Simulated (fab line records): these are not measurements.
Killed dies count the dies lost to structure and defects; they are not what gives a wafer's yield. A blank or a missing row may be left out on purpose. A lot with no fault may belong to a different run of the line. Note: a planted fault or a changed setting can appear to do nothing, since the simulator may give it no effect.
Chamber matching || flow gf180mcu || GF_SAB_CVD_00 on pecvd-01: 3 sister chambers
The step deposits SiO2 from TEOS, target thk 50 nm, time 4.9302 s. 6 wafers are shown with their chamber, then 8 later ones without.

## WAFERS WITH THEIR CHAMBER
{"wafer": "L081.2", "chamber": 2, "heater power w (W)": 555, "heater power outer w (W)": 335}
{"wafer": "L081.5", "chamber": 0, "heater power w (W)": 746, "heater power outer w (W)": 466}
{"wafer": "L085.1", "chamber": 0, "heater power w (W)": 747, "heater power outer w (W)": 478}
{"wafer": "L085.2", "chamber": 1, "heater power w (W)": 770, "heater power outer w (W)": 463}
{"wafer": "L085.4", "chamber": 2, "heater power w (W)": 626, "heater power outer w (W)": 395}
{"wafer": "L093.1", "chamber": 1, "heater power w (W)": 663, "heater power outer w (W)": 375}

## WAFERS WITH NO CHAMBER GIVEN
{"wafer": "L093.3", "heater power w (W)": 718, "heater power outer w (W)": 455}
{"wafer": "L093.5", "heater power w (W)": 726, "heater power outer w (W)": 473}
{"wafer": "L094.1", "heater power w (W)": 775, "heater power outer w (W)": 471}
{"wafer": "L094.4", "heater power w (W)": 766, "heater power outer w (W)": 461}
{"wafer": "L094.6", "heater power w (W)": 678, "heater power outer w (W)": 417}
{"wafer": "L097.2", "heater power w (W)": 500, "heater power outer w (W)": 302}
{"wafer": "L097.3", "heater power w (W)": 737, "heater power outer w (W)": 477}
{"wafer": "L097.4", "heater power w (W)": 743, "heater power outer w (W)": 466}

## THE CHAMBER EACH PASSED THROUGH
{"wafer": "L093.3", "from the rows above": "can't be placed: 0 or 1", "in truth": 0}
{"wafer": "L093.5", "from the rows above": "can't be placed: 0 or 1", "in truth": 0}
{"wafer": "L094.1", "from the rows above": "can't be placed: 0 or 1", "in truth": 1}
{"wafer": "L094.4", "from the rows above": "can't be placed: 0 or 1", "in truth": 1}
{"wafer": "L094.6", "from the rows above": "can't be placed: 1 or 0 or 2", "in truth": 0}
{"wafer": "L097.2", "from the rows above": 2, "in truth": 2}
{"wafer": "L097.3", "from the rows above": "can't be placed: 0 or 1", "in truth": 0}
{"wafer": "L097.4", "from the rows above": "can't be placed: 0 or 1", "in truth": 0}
1 of 8 placed correctly. Cannot be placed on the basis of these rows: 7; the candidates contain the true chamber in 7. Wrongly placed: 0.
How it was worked out, from the rows above alone: a wafer's distance from a chamber is the root of the sum, over the readings, of the square of ((its reading less the chamber's mean) divided by the reading's scatter). The wafer belongs to the nearest chamber; if the next one is less than 2 further off, it can't be placed. For every chamber, the mean is computed from those of its wafers that are shown. The scatter is the square root of a quotient: the sum, over the shown wafers, of each reading's squared deviation from its chamber's mean, divided by wafers minus chambers.
